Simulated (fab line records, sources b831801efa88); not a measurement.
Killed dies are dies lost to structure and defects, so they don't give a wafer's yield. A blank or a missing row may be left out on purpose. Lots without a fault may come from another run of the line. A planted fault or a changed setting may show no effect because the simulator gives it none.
fab line records | flow sky130
record lots=14 wafers=42 last_day=50
route steps=708 shown POLY_GATE@231 CONTACT@431 METAL1@436
lots that met no fault: from a run of the same line without faults
start_h: hours from the record's first day to the start of the lot's first wafer shown | wait_h: hours since the lot's step before | " the same as in the row above | L1.1+2: a row that stands for several wafers | - no value, or no start given | * or withheld: withheld | < > ~ a bound
route shown NAME@n: a module of which the file shows steps, and the number in the route of the first | usual: mean/standard deviation of fault-free wafers | same: alike in all rows | chamber/n: place in a boat | sites: the reading at each site | _std_site: their standard deviation | _edge_site: outer sites' mean less inner sites' | radius_mm: how far each site lies from the wafer's centre | mask NAME#n: copy n | behind: the tool/chamber that last shaped the wafer | hold: why the lot was held/for how many hours/how that ended | device: the transistor (n, p or np) that didn't switch | end of line: the same wafers' tests at the end of the route | a step without rows: its recipe alone | killed: dies lost to structure and defects at the first sort, not the wafer's yield | map: a wafer's dies, x killed, . not, _ none there
set.NAME: the setting as run; set.NAME@STEP: as run at that earlier step | model.NAME: the simulator's own value behind a step, which no gauge read
steps of the route over a sample of lots; a table a step, a row a wafer
services: from which hour (start_h, from the record's first day; less than 0 if before it) a tool's chamber was out of use, for how many hours, and why
## steps
# step SKY_POLY_GATE_ETCH_17
# recipe target_depth_nm=180 stop_on=SiO2 over_etch_frac=0.56667 chemistry=HBr/Cl2 target=poly-Si icp_w=400 bias_w=100 pressure_mtorr=10 HBr_flow_sccm=150 Cl2_flow_sccm=50 time_s=70.5
# usual HBr_flow_sccm=149.9/0.47 bias_w=100.04/0.3 drypump_motor_current_A=5.5/0.4 oes_product_au=0.990/0.0073 throttle_valve_pct=33.686/0.0087
# columns lot.wafer tool chamber start_h wait_h HBr_flow_sccm bias_w drypump_motor_current_A oes_product_au rf_hours_counter_h throttle_valve_pct
L256.2 rie_si-02 0 360.09 0.0 150.9 99.75 4.7 0.994 2 33.684
L256.3 " 1 " " 150.6 100.22 5.0 0.978 5 33.682
L256.4 " 2 " " 149.6 99.80 5.6 0.986 1 33.671
L259.1 rie_si-01 0 383.38 0.0 150.6 99.57 5.5 0.987 6 33.683
L259.4 " 2 " " 149.7 100.01 5.6 0.990 2 33.688
L259.6 " 1 " " 150.0 100.48 6.0 0.980 - 33.696
L258.2 rie_si-02 2 383.73 0.0 150.4 100.12 5.6 0.983 1 33.676
L258.5 " 3 " " 149.7 100.14 5.5 0.987 - 33.677
L258.6 " 0 " " 149.5 99.73 4.7 0.985 - 33.672
L260.2 rie_si-02 3 397.49 0.0 150.7 100.12 5.5 0.990 3 33.686
L260.3 " 0 " " 149.9 99.65 4.7 0.998 2 33.665
L260.6 " 3 " " 150.3 99.75 5.5 0.990 - 33.685
L261.1 rie_si-01 2 398.44 0.0 149.8 100.13 5.6 1.001 3 33.701
L261.2 " 0 " " 149.5 100.86 5.5 0.996 6 33.691
L261.3 " 3 " " 150.7 99.39 5.9 0.981 1 33.690
L263.2 rie_si-01 3 432.39 0.0 150.2 99.91 5.9 0.992 2 33.694
L263.3 " 2 " " 149.9 100.13 5.5 0.991 3 33.707
L263.4 " 2 " " 150.1 99.88 5.6 0.990 - 33.688
L264.2 rie_si-02 0 432.74 0.0 - - - - - -
L264.4 " 1 " " - - - - - -
L264.6 " 0 " " - - - - - -
L265.3 rie_si-01 2 445.93 0.0 - - - - - -
L265.4 " 2 " " - - - - - -
L265.5 " 3 " " - - - - - -
L266.2 rie_si-01 2 461.73 0.0 150.4 100.22 5.6 0.987 3 33.680
L266.3 " 3 " " 150.3 99.96 5.9 0.986 2 33.691
L266.5 " 2 " " 150.7 100.32 5.6 0.991 - 33.677
L274.1 rie_si-01 0 524.73 0.0 150.3 100.27 5.5 0.987 7 33.692
L274.3 " 2 " " 149.8 99.95 5.6 0.983 3 33.671
L274.5 " 0 " " 149.9 100.36 5.5 0.988 - 33.681
L275.1 rie_si-02 1 534.29 0.0 150.0 100.17 5.0 0.985 6 33.702
L275.3 " 2 " " 149.8 100.02 5.6 0.991 2 33.693
L275.6 " 3 " " 149.3 100.11 5.5 1.000 - 33.702
L276.1 rie_si-01 0 552.09 0.0 149.9 100.04 5.5 1.001 7 33.690
L276.5 " 3 " " 149.5 99.52 6.0 0.990 - 33.684
L276.6 " 2 " " 150.4 99.89 5.6 0.997 - 33.693
L277.3 rie_si-02 0 556.83 0.0 148.8 100.29 4.7 1.004 3 33.680
L277.4 " 2 " " 149.9 100.21 5.6 0.983 2 33.680
L277.6 " 2 " " 149.6 100.12 5.6 0.999 - 33.682
L279.2 rie_si-02 0 572.54 0.0 148.7 100.28 4.7 1.002 3 33.689
L279.3 " 3 " " 149.9 99.93 5.5 1.000 4 33.702
L279.5 " 0 " " 150.4 99.60 4.7 0.990 - 33.696
# step SKY_POLY_GATE_STRIP_18
# recipe chemistry=O2/N2 power_w=1400 pressure_mtorr=1500 platen_temp_c=withheld o2_flow_sccm=3000 n2_flow_sccm=300 overash_fraction=0.5
# usual drypump_motor_current_A=5.62/0.27 oes_product_au=0.360/0.0048 strip_time_to_endpoint_s=3.16/0.036
# columns lot.wafer tool chamber start_h wait_h drypump_motor_current_A oes_product_au rf_hours_counter_h strip_time_to_endpoint_s
L256.2 plasma_asher-03 0 360.15 0.0 5.36 0.362 53 3.12
L256.3 " 0 " " 5.37 0.362 - 3.17
L256.4 " 1 " " 5.74 0.361 - 3.14
L259.1 plasma_asher-04 0 383.44 0.0 5.88 0.356 67 3.16
L259.4 " 0 " " 5.88 0.358 - 3.10
L259.6 " 0 " " 5.87 0.357 - 3.20
L258.2 plasma_asher-02 1 383.78 0.0 5.38 0.365 26 3.18
L258.5 " 1 " " 5.37 0.357 - 3.12
L258.6 " 0 " " 5.32 0.355 - 3.14
L260.2 plasma_asher-02 0 397.55 0.0 5.34 0.354 27 3.14
L260.3 " 1 " " 5.38 0.364 - 3.14
L260.6 " 1 " " 5.37 0.356 - 3.06
L261.1 plasma_asher-04 0 398.50 0.0 5.87 0.367 69 3.10
L261.2 " 1 " " 5.99 0.358 69 3.13
L261.3 " 0 " " 5.88 0.359 - 3.12
L263.2 plasma_asher-04 1 432.45 0.0 6.00 0.353 0 3.12
L263.3 " 1 " " 6.01 0.354 - 3.17
L263.4 " 0 " " 5.87 0.364 - 3.10
L264.2 plasma_asher-02 0 432.80 0.0 5.32 0.404 31 4.21
L264.4 " 1 " " 5.37 0.406 - 4.19
L264.6 " 0 " " 5.33 0.407 - 4.22
L265.3 plasma_asher-02 1 446.02 0.1 5.31 0.410 - 4.23
L265.4 " 0 " " 5.35 0.403 - 4.22
L265.5 " 1 " " 5.32 0.408 - 4.22
L266.2 plasma_asher-02 0 461.78 0.0 5.32 0.359 34 3.18
L266.3 " 0 " " 5.35 0.359 - 3.18
L266.5 " 0 " " 5.32 0.357 - 3.10
L274.1 plasma_asher-02 1 524.78 0.0 5.42 0.356 41 3.14
L274.3 " 1 " " 5.41 0.356 - 3.16
L274.5 " 1 " " 5.40 0.361 - 3.10
L275.1 plasma_asher-03 1 534.34 0.0 5.75 0.368 70 3.21
L275.3 " 0 " " 5.38 0.351 - 3.18
L275.6 " 1 " " 5.76 0.360 - 3.18
L276.1 plasma_asher-03 0 552.14 0.0 5.41 0.365 72 3.16
L276.5 " 1 " " 5.75 0.367 - 3.21
L276.6 " 0 " " 5.39 0.366 - 3.20
L277.3 plasma_asher-02 0 556.92 0.1 5.34 0.361 - 3.19
L277.4 " 1 " " 5.38 0.365 - 3.24
L277.6 " 1 " " 5.33 0.362 - 3.26
L279.2 plasma_asher-04 0 572.59 0.0 5.89 0.369 15 3.09
L279.3 " 0 " " 5.87 0.362 - 3.16
L279.5 " 0 " " 5.87 0.360 - 3.11
# step SKY_CONTACT_RS_MEAS_25
# recipe thk_meas_gauge=four-point-probe reads=W_of_CONTACT_CVD_24+TiN_of_CONTACT_SPUTTER_23
# usual CONTACT_W_RS=0.339/0.005
# columns lot.wafer tool chamber start_h wait_h CONTACT_W_RS[ohm/sq]
L256.2 film_metro-02 - 732.56 0.1 0.335
L256.3 " - " " 0.340
L256.4 " - " " 0.332
L259.1 film_metro-01 - 745.94 0.1 0.332
L259.4 " - " " 0.336
L259.6 " - " " 0.339
L258.2 film_metro-01 - 751.90 0.1 0.345
L258.5 " - " " 0.346
L258.6 " - " " 0.334
L260.2 film_metro-01 - 756.25 0.1 0.343
L260.3 " - " " 0.348
L260.6 " - " " 0.339
L261.1 film_metro-01 - 759.45 0.1 0.345
L261.2 " - " " 0.335
L261.3 " - " " 0.346
L263.2 film_metro-01 - 790.97 0.1 0.332
L263.3 " - " " 0.335
L263.4 " - " " 0.344
L266.2 film_metro-02 - 811.13 0.1 0.329
L266.3 " - " " 0.333
L266.5 " - " " 0.347
L274.1 film_metro-01 - 865.53 0.1 0.350
L274.3 " - " " 0.344
L274.5 " - " " 0.350
L275.1 film_metro-01 - 875.28 0.1 0.339
L275.3 " - " " 0.341
L275.6 " - " " 0.337
L276.1 film_metro-04 - 892.45 0.1 0.342
L276.5 " - " " 0.338
L276.6 " - " " 0.338
L277.3 film_metro-01 - 894.23 0.1 0.341
L277.4 " - " " 0.343
L277.6 " - " " 0.343
L279.2 film_metro-02 - 914.38 0.1 0.343
L279.3 " - " " 0.341
L279.5 " - " " 0.345
# step SKY_METAL1_SPUTTER_02
# recipe material=AlCu target_thk_nm=250 power_w=10600 time_s=13.3 chamber_pressure_pa=0.4
# usual throttle_valve_pct=29.3/0.54
# columns lot.wafer tool chamber start_h wait_h throttle_valve_pct
L256.2 pvd_sputter-04 - 733.07 0.0 28.9
L256.3 " - " " 29.1
L256.4 " - " " 29.3
L259.1 pvd_sputter-03 - 746.50 0.0 28.8
L259.4 " - " " 28.8
L259.6 " - " " 28.7
L258.2 pvd_sputter-01 - 752.41 0.0 29.5
L258.5 " - " " 29.8
L258.6 " - " " 30.0
L260.2 pvd_sputter-03 - 756.76 0.0 28.7
L260.3 " - " " 28.8
L260.6 " - " " 28.7
L261.1 pvd_sputter-04 - 759.98 0.0 30.4
L261.2 " - " " 29.0
L261.3 " - " " 29.1
L263.2 pvd_sputter-03 - 791.48 0.0 28.9
L263.3 " - " " 28.7
L263.4 " - " " 28.7
L266.2 pvd_sputter-04 - 811.64 0.0 29.4
L266.3 " - " " 28.9
L266.5 " - " " 29.4
L274.1 pvd_sputter-01 - 866.06 0.0 29.4
L274.3 " - " " 30.2
L274.5 " - " " 29.2
L275.1 pvd_sputter-03 - 875.82 0.0 28.8
L275.3 " - " " 28.6
L275.6 " - " " 28.5
L276.1 pvd_sputter-04 - 892.98 0.0 30.3
L276.5 " - " " 29.6
L276.6 " - " " 29.1
L277.3 pvd_sputter-01 - 894.72 0.0 29.6
L277.4 " - " " 30.2
L277.6 " - " " 29.7
L279.2 pvd_sputter-04 - 915.02 0.0 28.8
L279.3 " - " " 30.2
L279.5 " - " " 29.5
# step SKY_METAL1_RS_MEAS_05
# recipe thk_meas_gauge=four-point-probe reads=TiN_of_METAL1_SPUTTER_04+Ti_of_METAL1_SPUTTER_03+AlCu_of_METAL1_SPUTTER_02+TiN_of_METAL1_SPUTTER_01+Ti_of_METAL1_SPUTTER_00
# usual METAL1_ALCU_RS=0.1268/0.0014
# columns lot.wafer tool chamber start_h wait_h METAL1_ALCU_RS[ohm/sq]
L256.2 film_metro-02 - 733.18 0.0 0.1256
L256.3 " - " " 0.1241
L256.4 " - " " 0.1237
L259.1 film_metro-01 - 746.59 0.0 0.1258
L259.4 " - " " 0.1270
L259.6 " - " " 0.1272
L258.2 film_metro-01 - 752.52 0.0 0.1263
L258.5 " - " " 0.1277
L258.6 " - " " 0.1277
L260.2 film_metro-02 - 756.87 0.0 0.1274
L260.3 " - " " 0.1268
L260.6 " - " " 0.1277
L261.1 film_metro-02 - 760.07 0.0 0.1264
L261.2 " - " " 0.1249
L261.3 " - " " 0.1255
L263.2 film_metro-02 - 791.59 0.0 0.1272
L263.3 " - " " 0.1267
L263.4 " - " " 0.1278
L266.2 film_metro-02 - 811.75 0.0 0.1245
L266.3 " - " " 0.1259
L266.5 " - " " 0.1245
L274.1 film_metro-01 - 866.15 0.0 0.1267
L274.3 " - " " 0.1232
L274.5 " - " " 0.1263
L275.1 film_metro-02 - 875.92 0.0 0.1283
L275.3 " - " " 0.1276
L275.6 " - " " 0.1266
L276.1 film_metro-03 - 893.07 0.0 0.1287
L276.5 " - " " 0.1275
L276.6 " - " " 0.1286
L277.3 film_metro-01 - 894.85 0.1 0.1292
L277.4 " - " " 0.1261
L277.6 " - " " 0.1287
L279.2 film_metro-02 - 915.13 0.0 0.1286
L279.3 " - " " 0.1271
L279.5 " - " " 0.1275
## services
# columns tool chamber start_h hours kind
pvd_sputter-03 - 349.51 1.1 repair
pvd_sputter-01 - 393.82 7.3 repair
plasma_asher-04 - 400.43 1.9 repair
pvd_sputter-03 - 413.25 4.1 repair
plasma_asher-04 - 421.25 9.0 pm
pvd_sputter-03 - 440.71 2.9 repair
rie_si-02 0 441.75 10.8 repair
rie_si-01 - 442.02 2.8 pm
pvd_sputter-03 - 457.69 5.8 repair
plasma_asher-03 - 469.04 2.8 pm
rie_si-02 - 497.27 0.3 repair
plasma_asher-02 - 549.55 1.1 repair
rie_si-01 1 554.32 13.5 repair
pvd_sputter-03 - 557.62 2.3 repair
rie_si-01 - 581.74 0.3 repair
plasma_asher-02 - 623.57 4.3 repair
pvd_sputter-03 - 633.34 3.3 repair
rie_si-02 2 683.51 12.8 repair
rie_si-02 - 690.88 0.6 repair
plasma_asher-02 - 742.75 2.8 pm
pvd_sputter-03 - 763.95 10.5 repair
pvd_sputter-03 - 806.33 1.3 repair
rie_si-02 3 825.75 9.8 repair
rie_si-01 3 846.85 2.0 repair
## key
first_sign step=SKY_POLY_GATE_ETCH_17 reading=tool_record direction=missing
effect step=SKY_POLY_GATE_STRIP_18 reading=strip_time_to_endpoint_s direction=up sigmas=29 usual=* struck=*
met_at SKY_POLY_GATE_ETCH_17
struck_lots L264,L265
later_rows_left_out L264.2,L264.4,L264.6,L265.3,L265.4,L265.5
sort_left_out L264.2,L264.4,L264.6,L265.3,L265.4,L265.5
tester_left_out L264,L265
not_acting_at SKY_CONTACT_RS_MEAS_25,SKY_METAL1_SPUTTER_02,SKY_METAL1_RS_MEAS_05
onset_between 432.39 432.74
fault kind=skipped_step_whole tool=rie_si-01,rie_si-02 chamber=- onset_h=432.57 steps=SKY_POLY_GATE_ETCH_17 scope=struck_lots_only
# tester_left_out: of these lots the tester's yield and bins aren't shown, on N5 and GAA mostly nor the transistor test; their killed dies are dies lost to structure and defects alone, not to doping, threshold or leakage, so they don't give the yield
# sort_left_out: the simulated sort isn't trusted on such a fault, so these wafers' sort isn't shown, and their yield isn't known
# later_rows_left_out: the simulator's readings of these wafers behind a module that went badly wrong aren't trusted and aren't shown, but for the sort
